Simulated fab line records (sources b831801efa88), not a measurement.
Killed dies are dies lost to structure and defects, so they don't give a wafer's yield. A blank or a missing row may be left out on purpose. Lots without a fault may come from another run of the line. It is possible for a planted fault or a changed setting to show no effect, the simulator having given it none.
Chamber matching | flow sky130 | SKY_CONTACT_CMP_27 on cmp-01: 4 sister chambers
The step polishes, stops on SiO2, t overpolish 15 s, target thk 0 nm. 4 wafers are shown with their chamber, then 8 later ones without.

== WAFERS, EACH WITH ITS CHAMBER ==
wafer  | chamber | motor-current-A (A)
L849.4 | 0       | 10.1
L851.1 | 3       | 12.2
L851.2 | 2       | 14.4
L859.1 | 1       | 10.3

== WAFERS WHOSE CHAMBER IS MISSING ==
wafer  | motor-current-A (A)
L859.3 | 12.9
L859.5 | 10.3
L861.2 | 9.8
L861.4 | 13.6
L861.5 | 12.4
L862.1 | 13.3
L862.3 | 9.9
L862.6 | 10.3

== WHICH CHAMBER EACH WENT THROUGH ==
wafer  | from the rows above     | in truth
L859.3 | can't be placed: 3 or 2 | 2
L859.5 | can't be placed: 1 or 0 | 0
L861.2 | can't be placed: 0 or 1 | 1
L861.4 | can't be placed: 2 or 3 | 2
L861.5 | 3                       | 3
L862.1 | can't be placed: 2 or 3 | 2
L862.3 | can't be placed: 0 or 1 | 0
L862.6 | can't be placed: 1 or 0 | 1
Correct placement for 1 of the 8. Not placeable from these rows: 7 (in 7, the candidates include the true chamber). Wrongly placed: 0.
How it was worked out, from the rows above alone: a wafer's distance from a chamber is the root of the sum, over the readings, of the square of ((its reading less the chamber's mean) divided by the reading's scatter). The wafer belongs to the nearest chamber; if the next one is less than 2 further off, it can't be placed. The mean given for a chamber averages the wafers shown for that chamber. The scatter (one wafer shown for each chamber): square how far every hidden wafer sits from the nearest shown wafer, average those squares and take the square root.
